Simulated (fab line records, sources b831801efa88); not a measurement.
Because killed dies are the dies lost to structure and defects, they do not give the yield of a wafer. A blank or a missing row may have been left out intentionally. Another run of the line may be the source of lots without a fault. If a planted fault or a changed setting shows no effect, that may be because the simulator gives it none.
Which tool is to blame? -- flow gf180mcu -- 7 lots, 21 wafers sampled, at 2 steps of a route of 602

WHAT THE GAUGES SHOWED, per wafer
GF_HV_LDD_TW_MEAS_38.
lot,measured,on,HV_LDD_3_TW
L472,day 11 11:47,film_metro-04,1443 1435 1444
L474,day 12 09:56,film_metro-04,1437 1444 1429
L476,day 12 17:40,film_metro-01,1444 1441 1449
L478,day 13 14:17,film_metro-04,1435 1431 1435
L480,day 14 20:50,film_metro-01,1453 1445 1449
L485,day 16 10:32,film_metro-04,1435 1435 1436

TOOL THAT RAN EACH LOT (tool first, then ch and the chambers of the sampled wafers, then the start)
lot,GF_POLY_GATE_DEVELOP_09
L472,"litho_track-01 ch 0, day 9 01:56"
L474,"litho_track-02 ch 0, day 9 20:53"
L476,"litho_track-01 ch 0, day 10 06:22"
L478,"litho_track-01 ch 0, day 11 01:02"
L480,"litho_track-04 ch 0, day 12 05:36"
L485,"litho_track-04 ch 0, day 13 16:36"
L486,"litho_track-02, day 14 08:02"
- GF_POLY_GATE_DEVELOP_09: develop time 60 s.

THE ANSWER, worked out from the rows above alone
Rule: usual is defined by the lots themselves. The widest of any qualifying gaps counts: lots, ordered by their means at a reading, are off when they make up no more than a third of the lots, leave a main group of 4 or more, and stand apart from it by 3 or more times the standard deviation of that group's means. A main group whose means are all the same, to the digits that the tables above print for the reading, isn't used. A lot without any number at a reading at which 4 lots or more have one is off too. All remaining lots with rows at the step are treated as sound.
None of the lots is off at any reading shown; this tells nothing.

WHAT THE SIMULATOR HAD INSERTED
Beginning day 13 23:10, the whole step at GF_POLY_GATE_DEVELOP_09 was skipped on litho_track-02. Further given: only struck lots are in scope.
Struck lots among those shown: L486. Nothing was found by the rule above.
